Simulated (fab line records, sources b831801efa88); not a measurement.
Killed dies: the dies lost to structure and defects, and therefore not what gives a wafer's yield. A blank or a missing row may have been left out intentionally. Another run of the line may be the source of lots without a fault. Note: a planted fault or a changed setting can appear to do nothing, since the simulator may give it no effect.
Chamber matching | flow sky130 | 3 sister chambers for SKY_CAP2M_CVD_00 on pecvd-02
The step deposits SiO2, target thk 15.5 nm. 6 wafers are shown with their chamber, then 10 later ones without.

## WAFERS, EACH WITH ITS CHAMBER
wafer  | chamber | heater-power-outer-w (W) | heater-power-w (W)
L081.2 | 1       | 480                      | 762
L083.4 | 1       | 405                      | 663
L083.6 | 0       | 486                      | 754
L087.3 | 0       | 454                      | 698
L090.2 | 2       | 417                      | 702
L090.3 | 2       | 417                      | 705

## WAFERS WITHOUT THEIR CHAMBER
wafer  | heater-power-outer-w (W) | heater-power-w (W)
L090.5 | 460                      | 717
L091.3 | 428                      | 709
L091.4 | 504                      | 765
L091.6 | 503                      | 788
L094.1 | 483                      | 748
L094.3 | 491                      | 766
L094.5 | 482                      | 787
L096.2 | 442                      | 713
L096.3 | 380                      | 642
L096.4 | 460                      | 701

## WHICH CHAMBER EACH ONE RAN IN
wafer  | from the rows above          | in truth
L090.5 | can't be placed: 0 or 1 or 2 | 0
L091.3 | can't be placed: 2 or 1 or 0 | 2
L091.4 | can't be placed: 0 or 1 or 2 | 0
L091.6 | can't be placed: 0 or 1 or 2 | 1
L094.1 | can't be placed: 0 or 1 or 2 | 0
L094.3 | can't be placed: 0 or 1 or 2 | 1
L094.5 | can't be placed: 0 or 1 or 2 | 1
L096.2 | can't be placed: 1 or 2 or 0 | 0
L096.3 | can't be placed: 2 or 1 or 0 | 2
L096.4 | can't be placed: 1 or 0 or 2 | 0
0 of 10 placed correctly. Cannot be placed on the basis of these rows: 10; the candidates contain the true chamber in 10. 0 placed wrongly.
How it was worked out, from the rows above alone: a wafer's distance from a chamber is the root of the sum, over the readings, of the square of ((its reading less the chamber's mean) divided by the reading's scatter). The wafer belongs to the nearest chamber; if the next one is less than 2 further off, it can't be placed. The mean given for a chamber averages the wafers shown for that chamber. The scatter: take each reading less its chamber's mean, square it, sum over the shown wafers, divide by the number of wafers less the number of chambers, and take the root.
